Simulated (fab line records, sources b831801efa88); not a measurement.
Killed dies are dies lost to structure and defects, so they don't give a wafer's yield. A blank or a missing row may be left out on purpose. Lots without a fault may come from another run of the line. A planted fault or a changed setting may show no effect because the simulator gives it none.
Which tool did it? | flow gf180mcu | 14 lots, 42 wafers sampled, at 7 steps of a route of 602

WHAT THE GAUGES READ, wafer by wafer
GF_DUAL_GATE_THK_MEAS_03. Usual: DUAL_GATE_OXIDATION_00_THK 10.94 nm, standard deviation 0.22.
lot  | measured     | on            | DUAL_GATE_OXIDATION_00_THK (nm) | flag
L966 | day 7 19:57  | film_metro-02 | 10.83 10.89 10.92               |
L967 | day 8 05:34  | film_metro-02 | 11.04 10.97 11.21               |
L968 | day 8 10:45  | film_metro-03 | 11.07 10.73 10.98               |
L969 | day 8 18:36  | film_metro-03 | 10.93 10.89 10.87               |
L975 | day 10 10:31 | film_metro-02 | 11.01 11.00 10.90               |
L978 | day 11 10:20 | film_metro-04 | 10.95 11.08 10.89               |
L979 | day 11 15:28 | film_metro-04 | 10.56 10.50 10.63               |
L980 | day 11 18:22 | film_metro-02 | 11.21 11.28 11.37               |
L981 | day 12 00:12 | film_metro-02 | 10.79 10.82 10.72               |
L983 | day 12 23:30 | film_metro-02 | 10.80 10.76 10.68               |
L982 | day 13 00:19 | film_metro-02 | 10.92 11.03 11.01               |
L984 | day 13 06:30 | film_metro-02 | 10.55 10.54 10.53               |
L986 | day 13 10:58 | film_metro-04 | 10.82 10.66 10.69               |
L987 | day 14 01:46 | film_metro-04 | 11.09 10.99 11.03               |

GF_POLY_GATE_CD_MEAS_18. Usual: cd_nm 280.0 nm, standard deviation 1.3.
lot  | measured     | on        | cd_nm (nm)        | flag
L966 | day 9 13:40  | cd_sem-02 | 280.8 281.3 280.3 |
L967 | day 9 19:51  | cd_sem-01 | 279.9 280.8 279.5 |
L968 | day 10 01:10 | cd_sem-02 | 279.4 280.2 279.3 |
L969 | day 10 12:40 | cd_sem-01 | 278.8 280.1 280.3 |
L975 | day 12 05:03 | cd_sem-01 | 280.8 280.9 282.1 |
L978 | day 13 06:48 | cd_sem-02 | 278.9 280.6 280.6 |
L979 | day 13 13:10 | cd_sem-01 | - - -             | OFF
L980 | day 13 14:49 | cd_sem-02 | - - -             | OFF
L981 | day 13 21:13 | cd_sem-01 | 280.3 279.8 279.8 |
L983 | day 15 00:07 | cd_sem-02 | 276.7 277.5 278.8 |
L982 | day 14 22:55 | cd_sem-01 | 281.0 280.8 281.9 |
L984 | day 15 08:01 | cd_sem-01 | 279.8 279.2 280.3 |
L986 | day 15 09:12 | cd_sem-02 | 282.2 281.4 282.2 |
L987 | day 16 02:25 | cd_sem-02 | 278.6 281.8 280.5 |

WHICH TOOL RAN EACH LOT (tool, then ch and the chambers of the sampled wafers, then the start)
lot  | GF_MVSD_STRIP_10                    | GF_DUAL_GATE_STRIP_13                | GF_POLY_GATE_ETCH_12               | GF_POLY_GATE_ETCH_13             | GF_POLY_GATE_STRIP_14
L966 | plasma_asher-01 ch 0,1, day 4 14:50 | plasma_asher-02 ch 1, day 8 12:08    | rie_diel-04 ch 0,2,3, day 9 11:39  | rie_si-02 ch 0,1,2, day 9 11:42  | plasma_asher-01 ch 0,1, day 9 11:46
L967 | plasma_asher-03 ch 0,1, day 5 01:20 | plasma_asher-02 ch 0,1, day 8 21:37  | rie_diel-01 ch 0,3, day 9 18:12    | rie_si-02 ch 0,1,2, day 9 18:15  | plasma_asher-04 ch 0,1, day 9 18:20
L968 | plasma_asher-01 ch 0,1, day 5 04:35 | plasma_asher-02 ch 0,1, day 9 02:35  | rie_diel-01 ch 2,3, day 9 23:10    | rie_si-02 ch 0,2,3, day 9 23:13  | plasma_asher-03 ch 0,1, day 9 23:16
L969 | plasma_asher-03 ch 0,1, day 5 09:44 | plasma_asher-04 ch 0,1, day 9 11:25  | rie_diel-01 ch 0,2,3, day 10 09:01 | rie_si-01 ch 0,3, day 10 09:04   | plasma_asher-03 ch 0,1, day 10 09:07
L975 | plasma_asher-03 ch 0,1, day 6 20:50 | plasma_asher-03 ch 0,1, day 11 04:44 | rie_diel-04 ch 0,1,3, day 12 03:27 | rie_si-01 ch 0,1,2, day 12 03:30 | plasma_asher-03 ch 0,1, day 12 03:34
L978 | plasma_asher-01 ch 0,1, day 7 14:32 | plasma_asher-02 ch 0,1, day 12 05:32 | rie_diel-04 ch 0,2,3, day 13 05:13 | rie_si-01 ch 0,1, day 13 05:16   | plasma_asher-01 ch 0,1, day 13 05:19
L979 | plasma_asher-03 ch 0,1, day 7 21:41 | plasma_asher-03 ch 0,1, day 12 11:08 | rie_diel-03 ch 1,2,3, day 13 11:36 | rie_si-02 ch 0,2, day 13 11:39   | plasma_asher-04 ch 0,1, day 13 11:42
L980 | plasma_asher-03 ch 0,1, day 8 01:08 | plasma_asher-03 ch 0,1, day 12 13:44 | rie_diel-01 ch 0,1,2, day 13 13:13 | rie_si-01 ch 1,2,3, day 13 13:16 | plasma_asher-03 ch 0,1, day 13 13:19
L981 | plasma_asher-03 ch 0,1, day 8 05:30 | plasma_asher-02 ch 0,1, day 12 19:58 | rie_diel-04 ch 0,1,3, day 13 19:04 | rie_si-01 ch 0,2,3, day 13 19:07 | plasma_asher-04 ch 0,1, day 13 19:10
L983 | plasma_asher-03 ch 0,1, day 8 23:44 | plasma_asher-03 ch 0,1, day 13 19:55 | rie_diel-03 ch 0,1,3, day 14 21:37 | rie_si-02 ch 0,2,3, day 14 21:40 | plasma_asher-04 ch 0,1, day 14 21:43
L982 | plasma_asher-01 ch 0,1, day 9 01:02 | plasma_asher-04 ch 0,1, day 13 20:27 | rie_diel-04 ch 0,1, day 14 21:16   | rie_si-01 ch 2,3, day 14 21:19   | plasma_asher-01 ch 0,1, day 14 21:24
L984 | plasma_asher-03 ch 0,1, day 9 06:31 | plasma_asher-02 ch 0,1, day 14 03:31 | rie_diel-03 ch 0,2,3, day 15 05:22 | rie_si-01 ch 0,3, day 15 05:25   | plasma_asher-01 ch 0,1, day 15 05:30
L986 | plasma_asher-01 ch 0, day 9 10:53   | plasma_asher-03 ch 0, day 14 07:22   | rie_diel-01 ch 0,2, day 15 07:28   | rie_si-01 ch 0,1,2, day 15 07:31 | plasma_asher-01 ch 0,1, day 15 07:34
L987 | plasma_asher-04 ch 0,1, day 9 22:17 | plasma_asher-03 ch 0,1, day 14 22:58 | rie_diel-01 ch 0,3, day 16 00:49   | rie_si-01 ch 1,2,3, day 16 00:52 | plasma_asher-04 ch 0,1, day 16 00:55
- GF_MVSD_STRIP_10: strips in O2/N2.
- GF_DUAL_GATE_STRIP_13: strips in O2/N2.
- GF_POLY_GATE_ETCH_12: etches BARC in N2/H2.
- GF_POLY_GATE_ETCH_13: etches poly-Si in HBr/Cl2, stops on SiO2, target depth 198.5 nm, time 69.6 s.
- GF_POLY_GATE_STRIP_14: strips in O2/N2.

WHAT THE TOOLS THEMSELVES READ (means of the sampled wafers that have a number; where no wafer has one, the mark that the record gives instead)
GF_MVSD_STRIP_10. Usual: drypump_motor_current_A 5.9 A, standard deviation 0.45; heater_power_w 337 W, standard deviation 22; oes_product_au 0.722 a.u., standard deviation 0.005; strip_time_to_endpoint_s 36.96 s, standard deviation 0.1.
lot  | tool            | drypump_motor_current_A (A) | heater_power_w (W) | oes_product_au (a.u.) | strip_time_to_endpoint_s (s) | flag
L966 | plasma_asher-01 | 6.2                         | 318                | 0.726                 | 36.94                        |
L967 | plasma_asher-03 | 6.1                         | 355                | 0.723                 | 37.05                        |
L968 | plasma_asher-01 | 6.3                         | 306                | 0.719                 | 36.99                        |
L969 | plasma_asher-03 | 6.1                         | 350                | 0.720                 | 37.06                        |
L975 | plasma_asher-03 | 6.1                         | 354                | 0.721                 | 36.83                        |
L978 | plasma_asher-01 | 6.3                         | 308                | 0.718                 | 36.94                        |
L979 | plasma_asher-03 | 6.1                         | 354                | 0.714                 | 36.97                        |
L980 | plasma_asher-03 | 6.1                         | 354                | 0.724                 | 36.89                        |
L981 | plasma_asher-03 | 5.8                         | 357                | 0.718                 | 37.12                        |
L983 | plasma_asher-03 | 6.1                         | 354                | 0.724                 | 37.05                        |
L982 | plasma_asher-01 | 6.3                         | 304                | 0.721                 | 36.87                        |
L984 | plasma_asher-03 | 5.9                         | 357                | 0.724                 | 37.00                        |
L986 | plasma_asher-01 | 6.4                         | 292                | 0.721                 | 36.89                        |
L987 | plasma_asher-04 | 5.3                         | 336                | 0.724                 | 37.01                        |

GF_DUAL_GATE_STRIP_13. Usual: drypump_motor_current_A 5.9 A, standard deviation 0.49; heater_power_w 348 W, standard deviation 27; oes_product_au 0.716 a.u., standard deviation 0.0044; strip_time_to_endpoint_s 12.63 s, standard deviation 0.032.
lot  | tool            | drypump_motor_current_A (A) | heater_power_w (W) | oes_product_au (a.u.) | strip_time_to_endpoint_s (s) | flag
L966 | plasma_asher-02 | 5.5                         | 293                | 0.715                 | 12.62                        |
L967 | plasma_asher-02 | 6.2                         | 354                | 0.722                 | 12.60                        |
L968 | plasma_asher-02 | 5.8                         | 329                | 0.717                 | 12.59                        |
L969 | plasma_asher-04 | 5.3                         | 333                | 0.715                 | 12.65                        |
L975 | plasma_asher-03 | 6.1                         | 355                | 0.718                 | 12.65                        |
L978 | plasma_asher-02 | 6.2                         | 356                | 0.716                 | 12.64                        |
L979 | plasma_asher-03 | 5.9                         | 361                | 0.715                 | 12.62                        |
L980 | plasma_asher-03 | 6.1                         | 350                | 0.717                 | 12.64                        |
L981 | plasma_asher-02 | 6.2                         | 358                | 0.713                 | 12.64                        |
L983 | plasma_asher-03 | 6.1                         | 356                | 0.714                 | 12.61                        |
L982 | plasma_asher-04 | 5.3                         | 336                | 0.716                 | 12.63                        |
L984 | plasma_asher-02 | 6.2                         | 361                | 0.717                 | 12.59                        |
L986 | plasma_asher-03 | 6.4                         | 347                | 0.717                 | 12.62                        |
L987 | plasma_asher-03 | 5.9                         | 355                | 0.716                 | 12.64                        |

GF_POLY_GATE_ETCH_12. Usual: bias_w 100.0 W, standard deviation 0.32; chamber_pressure_mTorr 29.997 mTorr, standard deviation 0.026; drypump_motor_current_A 5.6 A, standard deviation 0.54; oes_product_au 0.736 a.u., standard deviation 0.0049; throttle_valve_pct 13.214 %, standard deviation 0.0095.
lot  | tool        | bias_w (W) | chamber_pressure_mTorr (mTorr) | drypump_motor_current_A (A) | oes_product_au (a.u.) | throttle_valve_pct (%) | flag
L966 | rie_diel-04 | 99.9       | 30.024                         | 5.3                         | 0.734                 | 13.206                 |
L967 | rie_diel-01 | 99.9       | 29.988                         | 5.6                         | 0.735                 | 13.214                 |
L968 | rie_diel-01 | 99.9       | 30.000                         | 6.4                         | 0.737                 | 13.208                 |
L969 | rie_diel-01 | 99.9       | 29.985                         | 6.0                         | 0.737                 | 13.213                 |
L975 | rie_diel-04 | 99.6       | 30.016                         | 5.5                         | 0.736                 | 13.209                 |
L978 | rie_diel-04 | 100.1      | 29.989                         | 5.3                         | 0.737                 | 13.222                 |
L979 | rie_diel-03 | -          | -                              | -                           | -                     | -                      | OFF
L980 | rie_diel-01 | -          | -                              | -                           | -                     | -                      | OFF
L981 | rie_diel-04 | 100.1      | 30.016                         | 5.5                         | 0.731                 | 13.211                 |
L983 | rie_diel-03 | 100.0      | 30.013                         | 6.0                         | 0.739                 | 13.217                 |
L982 | rie_diel-04 | 100.1      | 30.011                         | 5.6                         | 0.740                 | 13.215                 |
L984 | rie_diel-03 | 100.2      | 30.003                         | 5.8                         | 0.732                 | 13.224                 |
L986 | rie_diel-01 | 100.3      | 30.005                         | 5.6                         | 0.732                 | 13.213                 |
L987 | rie_diel-01 | 99.7       | 29.988                         | 6.0                         | 0.736                 | 13.218                 |

GF_POLY_GATE_ETCH_13. Usual: HBr_flow_sccm 149.9 sccm, standard deviation 0.47; bias_w 99.9 W, standard deviation 0.3; drypump_motor_current_A 6.0 A, standard deviation 0.41; oes_product_au 0.987 a.u., standard deviation 0.0072; throttle_valve_pct 33.682 %, standard deviation 0.0089.
lot  | tool      | HBr_flow_sccm (sccm) | bias_w (W) | drypump_motor_current_A (A) | oes_product_au (a.u.) | throttle_valve_pct (%) | flag
L966 | rie_si-02 | 149.6                | 100.2      | 5.8                         | 0.990                 | 33.679                 |
L967 | rie_si-02 | 150.1                | 99.9       | 5.8                         | 0.981                 | 33.680                 |
L968 | rie_si-02 | 150.3                | 99.9       | 6.1                         | 0.983                 | 33.680                 |
L969 | rie_si-01 | 149.2                | 99.9       | 5.8                         | 0.991                 | 33.684                 |
L975 | rie_si-01 | 150.5                | 100.0      | 5.8                         | 0.996                 | 33.678                 |
L978 | rie_si-01 | 149.8                | 99.8       | 5.8                         | 0.994                 | 33.686                 |
L979 | rie_si-02 | 149.9                | 99.9       | 5.7                         | 0.272                 | 33.681                 | OFF
L980 | rie_si-01 | 149.5                | 99.7       | 5.9                         | 0.275                 | 33.680                 | OFF
L981 | rie_si-01 | 150.2                | 99.8       | 5.8                         | 0.985                 | 33.683                 |
L983 | rie_si-02 | 149.6                | 99.9       | 6.2                         | 0.984                 | 33.694                 |
L982 | rie_si-01 | 149.6                | 100.0      | 5.9                         | 0.985                 | 33.685                 |
L984 | rie_si-01 | 150.2                | 100.0      | 5.8                         | 0.988                 | 33.676                 |
L986 | rie_si-01 | 150.0                | 100.1      | 5.9                         | 0.986                 | 33.677                 |
L987 | rie_si-01 | 149.8                | 100.2      | 5.9                         | 0.993                 | 33.679                 |

GF_POLY_GATE_STRIP_14. Usual: drypump_motor_current_A 5.9 A, standard deviation 0.46; heater_power_w 334 W, standard deviation 22; oes_product_au 0.506 a.u., standard deviation 0.0045.
lot  | tool            | drypump_motor_current_A (A) | heater_power_w (W) | oes_product_au (a.u.) | flag
L966 | plasma_asher-01 | 6.2                         | 319                | 0.505                 |
L967 | plasma_asher-04 | 5.3                         | 335                | 0.503                 |
L968 | plasma_asher-03 | 6.1                         | 354                | 0.509                 |
L969 | plasma_asher-03 | 6.1                         | 348                | 0.510                 |
L975 | plasma_asher-03 | 6.1                         | 353                | 0.505                 |
L978 | plasma_asher-01 | 6.3                         | 310                | 0.508                 |
L979 | plasma_asher-04 | 5.3                         | 334                | 0.527                 | OFF
L980 | plasma_asher-03 | 5.9                         | 353                | 0.528                 | OFF
L981 | plasma_asher-04 | 5.3                         | 330                | 0.504                 |
L983 | plasma_asher-04 | 5.3                         | 336                | 0.509                 |
L982 | plasma_asher-01 | 6.3                         | 306                | 0.505                 |
L984 | plasma_asher-01 | 6.2                         | 320                | 0.503                 |
L986 | plasma_asher-01 | 6.3                         | 308                | 0.509                 |
L987 | plasma_asher-04 | 5.6                         | 340                | 0.505                 |

THE ANSWER, worked out from the rows above alone
Rule: a lot is off if the mean of its wafers that have a number lies more than 3 standard deviations from the usual mean. A lot without any number at a reading at which 4 lots or more have one is off too. The other lots that the step has rows for count as sound. The gauges are gone through in route order, then the tools' own readings, and for those a lot's mean is taken as printed above. The first step at which some lot is off is used, and at that step the reading that is off furthest; a lot without a number counts as furthest.
Off: L979, L980, at GF_POLY_GATE_CD_MEAS_18 (cd_nm). Without a number there: L979, L980.
A tool fits if, at a process step before that reading, it ran every lot that is off, and no sound lot after the first of them. The gauges at GF_POLY_GATE_CD_MEAS_18 aren't tried: what is off there is off at GF_POLY_GATE_ETCH_12 too, on other tools, and a gauge's error can't cause that. None of those tried fits.

WHAT THE SIMULATOR HAD PUT IN
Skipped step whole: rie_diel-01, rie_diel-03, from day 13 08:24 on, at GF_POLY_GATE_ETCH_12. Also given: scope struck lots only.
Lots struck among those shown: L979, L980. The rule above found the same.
